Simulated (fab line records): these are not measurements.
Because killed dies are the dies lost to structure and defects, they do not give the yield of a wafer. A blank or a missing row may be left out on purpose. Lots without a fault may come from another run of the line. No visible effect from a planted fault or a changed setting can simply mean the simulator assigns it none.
Which tool was responsible?	flow sky130	10 lots with 30 wafers sampled at 6 steps, on a route of 708 steps

## WHAT THE GAUGES SHOWED, per wafer
SKY_CONTACT_BOW_MEAS_05. Usual: CONTACT_BOW typically reads 81 um, with standard deviation 6.7.
lot	measured	on	CONTACT_BOW (um)	flag
L262	day 31 06:51	filmMetro-01	82 85 73	
L263	day 31 13:14	filmMetro-01	87 84 86	
L266	day 32 23:57	filmMetro-03	86 88 81	
L267	day 33 01:56	filmMetro-02	94 77 72	
L269	day 33 17:10	filmMetro-01	83 71 70	
L270	day 34 01:01	filmMetro-02	79 86 76	
L273	day 34 22:38	filmMetro-03	70 89 67	
L278	day 36 07:02	filmMetro-01	92 94 83	
L280	day 37 01:37	filmMetro-01	81 78 79	
L282	day 37 08:05	filmMetro-03	88 72 67	

SKY_METAL2_RS_MEAS_05: measurement is done with a four-point probe. Usual: METAL2_ALCU_RS typically reads 0.1263 ohm/sq, with standard deviation 0.0011.
lot	measured	on	METAL2_ALCU_RS (ohm/sq)	flag
L262	day 34 19:29	filmMetro-04	0.1271 0.1256 0.1261	
L263	day 35 03:48	filmMetro-04	0.1243 0.1266 0.1257	
L266	day 36 11:05	filmMetro-04	0.1279 0.1286 0.1271	
L267	day 36 14:05	filmMetro-01	0.1254 0.1269 0.1257	
L269	day 37 05:29	filmMetro-01	0.1271 0.1277 0.1269	
L270	day 37 13:38	filmMetro-01	0.1261 0.1255 0.1255	
L273	day 38 10:00	filmMetro-03	0.1260 0.1256 0.1267	
L278	day 39 17:16	filmMetro-04	0.1157 0.1172 0.1168	OFF
L280	day 40 11:09	filmMetro-03	0.1193 0.1153 0.1165	OFF
L282	day 40 17:50	filmMetro-04	0.1253 0.1290 0.1268	

SKY_METAL2_THK_MEAS_06: measures by xrf. Usual: METAL2_ALCU_THK typically reads 251.7 nm, with standard deviation 2.5.
lot	measured	on	METAL2_ALCU_THK (nm)	flag
L262	day 34 19:36	filmMetro-04	250.0 252.8 251.8	
L263	day 35 03:55	filmMetro-04	254.5 249.9 251.8	
L266	day 36 11:11	filmMetro-04	248.3 245.7 247.7	
L267	day 36 14:13	filmMetro-01	253.0 251.5 254.4	
L269	day 37 05:35	filmMetro-01	251.6 249.7 252.4	
L270	day 37 13:45	filmMetro-01	251.8 252.8 256.0	
L273	day 38 10:07	filmMetro-03	254.2 252.3 252.2	
L278	day 39 17:23	filmMetro-04	268.5 265.4 267.1	OFF
L280	day 40 11:16	filmMetro-03	258.5 268.3 266.2	OFF
L282	day 40 17:56	filmMetro-04	255.1 247.5 250.0	

## WHAT TOOL EACH LOT RAN ON (gives the tool, then ch and the chambers of the sampled wafers, and finally the start)
lot	SKY_CONTACT_ETCH_18	SKY_METAL1_DESCUM_17	SKY_METAL2_SPUTTER_02
L262	rieDiel-04 ch 0,3, day 33 14:20 or earlier	rieMetal-02 ch 0,1, day 33 14:20	pvdSputter-01, day 34 19:23
L263	rieDiel-01 ch 1,2,3, day 33 22:02 or earlier	rieMetal-01 ch 0,1, day 33 22:02	pvdSputter-01, day 35 03:41
L266	rieDiel-02 ch 0,1, day 35 06:18 or earlier	rieMetal-02 ch 0,1, day 35 06:18	pvdSputter-03, day 36 10:57
L267	rieDiel-02 ch 0,2, day 35 09:10 or earlier	rieMetal-04 ch 0,1, day 35 09:10	pvdSputter-01, day 36 13:56
L269	rieDiel-02 ch 0,2, day 36 00:18 or earlier	rieMetal-02 ch 0,1, day 36 00:18	pvdSputter-01, day 37 05:21
L270	rieDiel-01 ch 1,2, day 36 08:08 or earlier	rieMetal-02 ch 0,1, day 36 08:08	pvdSputter-01, day 37 13:32
L273	rieDiel-01 ch 0,1,2, day 37 05:44 or earlier	rieMetal-02 ch 0,1, day 37 05:44	pvdSputter-02, day 38 09:54
L278	rieDiel-02 ch 0,1,2, day 38 13:32 or earlier	rieMetal-02 ch 0, day 38 13:32	pvdSputter-01, day 39 17:11
L280	rieDiel-04 ch 1,2, day 39 07:26 or earlier	rieMetal-02 ch 0,1, day 39 07:26	pvdSputter-01, day 40 11:02
L282	rieDiel-01 ch 0,1,2, day 39 14:12 or earlier	rieMetal-01 ch 0,1, day 39 14:12	pvdSputter-03, day 40 17:42
- SKY_CONTACT_ETCH_18: etches Si3N4 in CHF3/O2, stops on TiN, time 39 s, target depth 75 nm.
- SKY_METAL1_DESCUM_17: chemistry O2, time 8 s.
- SKY_METAL2_SPUTTER_02: material AlCu, target thk 250 nm, time 13.3 s.

## WHAT THE TOOLS THEMSELVES READ (means of the sampled wafers that have a number; where no wafer has one, the mark that the record gives instead)
SKY_CONTACT_ETCH_18. Usual: chf3FlowSccm 50.00 sccm, standard deviation 0.15; drypumpMotorCurrentA 5.8 A, standard deviation 0.5; oesProductAu 0.856 a.u., standard deviation 0.0096; throttleValvePct 8.793 %, standard deviation 0.0099.
lot	tool	chf3FlowSccm (sccm)	drypumpMotorCurrentA (A)	oesProductAu (a.u.)	throttleValvePct (%)	flag
L262	rieDiel-04	50.08	5.7	0.860	8.797	
L263	rieDiel-01	49.93	5.6	0.871	8.799	
L266	rieDiel-02	49.93	6.0	0.862	8.792	
L267	rieDiel-02	50.07	6.0	0.846	8.785	
L269	rieDiel-02	49.93	6.2	0.846	8.792	
L270	rieDiel-01	50.10	5.7	0.844	8.793	
L273	rieDiel-01	50.02	5.6	0.848	8.792	
L278	rieDiel-02	50.05	6.2	0.863	8.790	
L280	rieDiel-04	50.06	6.3	0.851	8.790	
L282	rieDiel-01	50.01	5.6	0.854	8.795	

SKY_METAL1_DESCUM_17. Usual: drypumpMotorCurrentA 5.48 A, standard deviation 0.25; oesProductAu 1.000 a.u., standard deviation 0.0093.
lot	tool	drypumpMotorCurrentA (A)	oesProductAu (a.u.)	flag
L262	rieMetal-02	5.76	0.998	
L263	rieMetal-01	5.19	0.997	
L266	rieMetal-02	5.75	1.010	
L267	rieMetal-04	5.35	0.992	
L269	rieMetal-02	5.74	1.006	
L270	rieMetal-02	5.76	1.014	
L273	rieMetal-02	5.75	1.006	
L278	rieMetal-02	5.71	1.010	
L280	rieMetal-02	5.73	1.004	
L282	rieMetal-01	5.19	1.004	

SKY_METAL2_SPUTTER_02. Usual: chamberPressurePa 0.4001 Pa, standard deviation 0.001; throttleValvePct 30.2 %, standard deviation 1.3.
lot	tool	chamberPressurePa (Pa)	throttleValvePct (%)	flag
L262	pvdSputter-01	0.4005	31.5	
L263	pvdSputter-01	0.4002	32.2	
L266	pvdSputter-03	0.4014	29.5	
L267	pvdSputter-01	0.4003	30.6	
L269	pvdSputter-01	0.4007	31.9	
L270	pvdSputter-01	0.4003	31.2	
L273	pvdSputter-02	0.3995	29.1	
L278	pvdSputter-01	0.3010	35.4	OFF
L280	pvdSputter-01	0.3018	37.0	OFF
L282	pvdSputter-03	0.3994	28.9	

## THE ANSWER, worked out from the rows above alone
Rule: a lot counts as off when the mean over its wafers that have a number is more than 3 standard deviations away from the usual mean. Also off: a lot with no number at a reading for which 4 or more lots have one. Any other lot the step has rows for is counted as sound. After the gauges, taken in route order, come the tools' own readings; for these a lot's mean is taken, as printed above. At the first step where some lot is off, the reading lying furthest off is the one used; lots without a number count as furthest.
Off: L278, L280, seen at SKY_METAL2_RS_MEAS_05 (METAL2_ALCU_RS).
If a tool, at a process step before that reading, ran all the lots that are off and no sound lot after the first of them, it fits. The gauges at SKY_METAL2_RS_MEAS_05 aren't tried: what is off there is off at SKY_METAL2_SPUTTER_02 too, on other tools, and a gauge's error can't cause that. Because SKY_CONTACT_ETCH_18 lacks a start for some lots, the hours and order of its lots are taken from SKY_METAL1_DESCUM_17. 2 tools fit, rieMetal-02 at SKY_METAL1_DESCUM_17 and pvdSputter-01 at SKY_METAL2_SPUTTER_02, so this cannot tell which one it is.

## WHAT HAD BEEN PUT IN BY THE SIMULATOR
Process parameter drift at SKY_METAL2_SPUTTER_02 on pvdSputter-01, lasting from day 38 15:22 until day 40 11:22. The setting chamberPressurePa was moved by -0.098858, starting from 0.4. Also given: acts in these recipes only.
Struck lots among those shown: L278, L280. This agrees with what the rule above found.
